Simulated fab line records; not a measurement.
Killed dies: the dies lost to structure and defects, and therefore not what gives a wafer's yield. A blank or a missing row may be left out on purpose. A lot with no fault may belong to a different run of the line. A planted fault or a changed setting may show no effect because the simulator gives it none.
The same fault as seen by 2 desks | flow gf180mcu | every desk sees just its own numbers, and what lay behind them comes last

## FOR THE TOOL OWNER'S DESK: cvd-w-02
The tool's own readings at GF_V5_CVD_23 (deposits W, target thk 350 nm, time 104.9 s): means of the sampled wafers that have a number, for each lot that ran on this tool. If a lot's mean is further than 4 standard deviations from the usual mean, the lot is out of limits and carries the mark OUT (the distance appears in the brackets).
Columns: A = heater-power-outer-w at GF_V5_CVD_23, usual 629 W; B = heater-power-w at GF_V5_CVD_23, usual 931 W
lot  | first seen here | A   | B
L584 | day 27 18:45    | 650 | 941
L592 | day 29 23:53    | 703 | 978
L593 | day 30 06:58    | 654 | 956
L596 | day 31 05:54    | 652 | 967
L599 | day 31 18:34    | 592 | 903
Result from this desk: across the 5 lots, nothing is out of limits.

## THE METROLOGY DESK
Lot by lot, what the gauges showed, no matter which tool ran the lot: averages of those sampled wafers that carry a number. If a lot's mean is further than 4 standard deviations from the usual mean, the lot is out of limits and carries the mark OUT (the distance appears in the brackets).
Columns: A = MIM_CVD_05_THK at GF_MIM_THK_MEAS_06, usual 41.9 nm; B = V5_W_RS at GF_V5_RS_MEAS_24, usual 0.330 ohm/sq; C = V5_W_THK at GF_V5_THK_MEAS_25, usual 342 nm
lot  | first seen here | A    | B               | C
L584 | day 25 01:34    | 41.5 | 0.329           | 340
L586 | day 25 04:38    | 41.5 | 0.330           | 340
L590 | day 26 23:08    | 42.0 | 0.326           | 344
L592 | day 27 09:45    | 41.5 | 0.330           | 345
L593 | day 27 18:28    | 42.8 | 0.327           | 344
L594 | day 27 23:23    | 41.7 | 0.327           | 348
L596 | day 28 19:52    | 41.4 | 0.235 (-28) OUT | 479 (+23) OUT
L598 | day 29 02:13    | 41.3 | 0.325           | 348
L599 | day 29 08:20    | 42.7 | 0.268 (-18) OUT | 437 (+16) OUT
L604 | day 30 17:00    | 41.6 | 0.330           | 336
This desk finds L596, L599 out of limits, with the earliest case on L596 at day 31 06:02 (V5_W_RS at GF_V5_RS_MEAS_24). In limits: L584, L586, L590, L592, L593, L594, L598, L604.

## PUT TOGETHER
The metrology desk could have raised an alarm at day 31 06:02, on L596, L599.
Nothing out of limits was seen by the tool owner's desk.
The tool owner's desk has L596, L599 on record, within its limits.
On cvd-w-02, each named lot ran GF_V5_CVD_23.

## WHAT THE SIMULATOR HAD INSERTED
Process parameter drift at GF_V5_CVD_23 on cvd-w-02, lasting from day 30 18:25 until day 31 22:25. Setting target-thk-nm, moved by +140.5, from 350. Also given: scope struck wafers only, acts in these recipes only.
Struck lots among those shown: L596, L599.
Per desk, hours elapsed from the start of the fault to the first reading out of limits: for the metrology desk, 12.
